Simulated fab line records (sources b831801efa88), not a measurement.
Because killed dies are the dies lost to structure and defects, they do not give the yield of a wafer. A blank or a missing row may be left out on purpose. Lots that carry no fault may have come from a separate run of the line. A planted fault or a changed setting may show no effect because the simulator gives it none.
Matching of chambers ; flow gf180mcu ; 4 sister chambers for GF_HV_LDD_ETCHBACK_58 on rieDiel-02
The step etches Si3N4 in CH3F/O2, stops on SiO2, time 100 s, target depth 90 nm. 4 wafers are shown with their chamber, then 8 later ones without.

== WAFERS WITH THEIR CHAMBER ==
wafer;chamber;drypumpMotorCurrentA (A)
L506.5;0;5.6
L516.1;2;5.1
L516.2;3;4.7
L518.2;1;5.0

== WAFERS WITH NO CHAMBER GIVEN ==
wafer;drypumpMotorCurrentA (A)
L518.3;5.6
L518.6;5.1
L521.1;4.7
L521.3;5.0
L521.6;5.1
L525.1;5.1
L525.2;4.7
L525.4;5.5

== THE CHAMBER EACH PASSED THROUGH ==
wafer;from the rows above;in truth
L518.3;0;0
L518.6;2;2
L521.1;3;3
L521.3;1;1
L521.6;2;2
L525.1;2;2
L525.2;3;3
L525.4;0;0
Placed correctly: 8 of 8. Number that these rows cannot place: 0. Number placed wrongly: 0.
How it was worked out, from the rows above alone: a wafer's distance from a chamber is the root of the sum, over the readings, of the square of ((its reading less the chamber's mean) divided by the reading's scatter). The wafer belongs to the nearest chamber; if the next one is less than 2 further off, it can't be placed. The mean given for a chamber averages the wafers shown for that chamber. The scatter: with one shown wafer a chamber, the root of the mean of the squares of how far each hidden wafer lies from its nearest shown one.
